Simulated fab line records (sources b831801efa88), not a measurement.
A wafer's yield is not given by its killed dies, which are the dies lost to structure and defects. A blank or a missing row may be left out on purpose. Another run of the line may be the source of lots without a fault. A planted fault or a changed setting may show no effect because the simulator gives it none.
Chamber matching | flow gf180mcu | GF_V4_CMP_04 on cmp-02 has 4 sister chambers
The step polishes SiO2. 20 wafers are shown with their chamber, then 10 later ones without.

== EACH WAFER AND ITS CHAMBER ==
wafer  | chamber | motor-current-A (A) | platen-rpm (rpm) | time-to-endpoint-s (s)
L245.3 | 0       | 12.4                | 60.00            | 72
L245.4 | 2       | 12.3                | 59.90            | 74
L245.6 | 2       | 11.4                | 59.91            | 79
L247.1 | 0       | 12.9                | 59.99            | 72
L247.5 | 3       | 16.5                | 60.00            | 80
L247.6 | 0       | 12.6                | 60.06            | 85
L249.1 | 0       | 12.2                | 59.98            | 73
L249.5 | 2       | 11.6                | 60.01            | 71
L249.6 | 3       | 15.5                | 59.99            | 75
L250.3 | 0       | 12.4                | 59.98            | 64
L250.4 | 2       | 11.9                | 59.95            | 70
L252.1 | 3       | 16.7                | 59.96            | 69
L259.4 | 2       | 11.8                | 60.06            | 82
L259.5 | 0       | 12.3                | 60.01            | 81
L259.6 | 3       | 15.9                | 59.99            | 74
L260.3 | 1       | 11.6                | 59.97            | 75
L260.4 | 0       | 12.5                | 59.93            | 77
L260.6 | 3       | 15.6                | 60.08            | 76
L261.1 | 3       | 15.8                | 59.93            | 84
L261.3 | 0       | 11.4                | 59.97            | 85

SIGNATURES (means of the wafers above)
reading            | chamber 0 | chamber 1 | chamber 2 | chamber 3 | scatter within a chamber
motor-current-A    | 12.338    | 11.600    | 11.800    | 16.000    | 0.431
platen-rpm         | 59.9900   | 59.9700   | 59.9660   | 59.9917   | 0.0505
time-to-endpoint-s | 76.12     | 75.00     | 75.20     | 76.33     | 6.19
Rule: a wafer lies at a distance from a chamber equal to the root of the sum of squares, over the readings, of (its reading less the chamber's mean, divided by the reading's scatter). The wafer belongs to the nearest chamber; if the next one is less than 2 further off, it can't be placed. The scatter is the square root of a quotient: the sum, over the shown wafers, of each reading's squared deviation from its chamber's mean, divided by wafers minus chambers.

== WAFERS MISSING THEIR CHAMBER ==
wafer  | motor-current-A (A) | platen-rpm (rpm) | time-to-endpoint-s (s)
L261.5 | 12.1                | 60.02            | 82
L262.1 | 12.7                | 60.00            | 78
L262.3 | 11.5                | 59.99            | 73
L262.5 | 15.7                | 60.01            | 76
L264.2 | 11.7                | 59.99            | 86
L264.4 | 12.1                | 59.97            | 90
L264.5 | 11.3                | 59.96            | 95
L267.2 | 13.1                | 60.00            | 77
L267.3 | 11.5                | 59.93            | 70
L267.4 | 11.3                | 59.98            | 78

== CHAMBER TAKEN BY EACH ==
wafer  | from the rows above          | in truth
L261.5 | can't be placed: 0 or 2 or 1 | 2
L262.1 | can't be placed: 0 or 2 or 1 | 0
L262.3 | can't be placed: 1 or 2 or 0 | 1
L262.5 | 3                            | 3
L264.2 | can't be placed: 2 or 1 or 0 | 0
L264.4 | can't be placed: 0 or 2 or 1 | 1
L264.5 | can't be placed: 1 or 2 or 0 | 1
L267.2 | can't be placed: 0 or 2 or 1 | 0
L267.3 | can't be placed: 1 or 2 or 0 | 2
L267.4 | can't be placed: 1 or 2 or 0 | 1
Correctly placed: 1 of 10. These rows do not allow placing 9 (true chamber among the candidates in 9). 0 placed wrongly.
